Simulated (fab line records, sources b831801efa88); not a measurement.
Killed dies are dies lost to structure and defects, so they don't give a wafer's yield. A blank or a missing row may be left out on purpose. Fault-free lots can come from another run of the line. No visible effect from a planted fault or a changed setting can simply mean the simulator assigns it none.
Problem report, 8D (eight disciplines) form, completed by code + flow gf180mcu + the parts of the form that need people (team, actions taken, sign-off) are left out

== 1. PROBLEM STATEMENT ==
Mean of strip-time-to-endpoint-s at GF_LVPWELL_STRIP_10: 12.94 s across 9 wafers in 3 lots; on wafers with no fault it is 36.90 s (standard deviation 0.11). That is -99 or more standard deviations from the usual mean.
The step: strips in O2/N2.
First seen on wafer L645.1, day 6 20:50, on plasma-asher-02. The record has a number at this step for 45 wafers belonging to 15 lots. Rule for "out" (also "out of limits"): further than 4 standard deviations from the usual mean. Any other wafer with a number is counted as sound.

== 2. WHAT IT IS, AND WHAT IT ISN'T ==
| question                    | is                       | is not                                                                          |
|-----------------------------|--------------------------|---------------------------------------------------------------------------------|
| which readings at this step | strip-time-to-endpoint-s | drypump-motor-current-A, heater-power-w                                         |
| which lots                  | L645, L646, L648         | L632, L634, L635, L636, L637, L638, L639, L640, L641, L652, L653, L655          |
| which wafers of those lots  | all that have a number   | -                                                                               |
| read on which tools         | plasma-asher-02          | plasma-asher-01, plasma-asher-04                                                |
| when                        | from day 6 20:50         | up to then (27 sound wafers); but 9 sound wafers of L652, L653, L655 came after |

== 3. WHAT RULES OUT EACH SUSPECT ==
Counting: a tool at any process step up to the reading remains a suspect when it ran all the lots that are out and ran no sound lot after the first of those.
- litho-track-01 at GF_LVPWELL_COAT_02 (resist thk 3000 nm): kept. All lots that are out passed through it, beginning with L645 at day 6 12:47, and no sound lot followed; its final sound lot before that point was L640 at day 5 10:50.
- plasma-asher-02 at GF_LVPWELL_STRIP_10 (strips in O2/N2): ruled out as a lasting fault. After its first lot that is out, L645 (day 6 20:50), sound lots L655 ran on it.
Left after counting: litho-track-01 at GF_LVPWELL_COAT_02.

== 4. THE CAUSE (what the simulator had put in) ==
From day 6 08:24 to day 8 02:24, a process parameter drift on litho-track-01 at GF_LVPWELL_COAT_02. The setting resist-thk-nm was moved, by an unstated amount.
The count eliminated every tool but this one.

== 5. THE EFFECT CHAIN, in route order ==
One row per reading whose mean, taken over the struck wafers that have a number, lies over 3 standard deviations from the usual. Only readings whose record carries a usual standard deviation are examined. hours: median over the lots of the time between each lot's start at the first step of this table that gives one and its start at this step. sigmas: the change, counted in usual standard deviations.
| hours | step                | reading                  | usual   | on struck wafers | change | sigmas      |
|-------|---------------------|--------------------------|---------|------------------|--------|-------------|
| 0     | GF_LVPWELL_STRIP_10 | strip-time-to-endpoint-s | 36.90 s | 12.94            | -23.96 | -99 or more |
It contains these process steps:
- GF_LVPWELL_STRIP_10: strips in O2/N2.
At these later measuring or inspecting steps, every struck wafer for which the step has a row has a number for every such reading, and none has moved that far: GF_SALICIDE_THK_MEAS_05.

== 6. HOW IT WOULD HAVE BEEN CAUGHT EARLIER ==
First out-of-limits reading in this record: day 6 20:50, which is 12 hours after fault onset at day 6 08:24.
Lots out: 3; of these, L648 started GF_LVPWELL_COAT_02 on litho-track-01 after day 6 20:50. Putting the tool on hold at that point would have spared it.
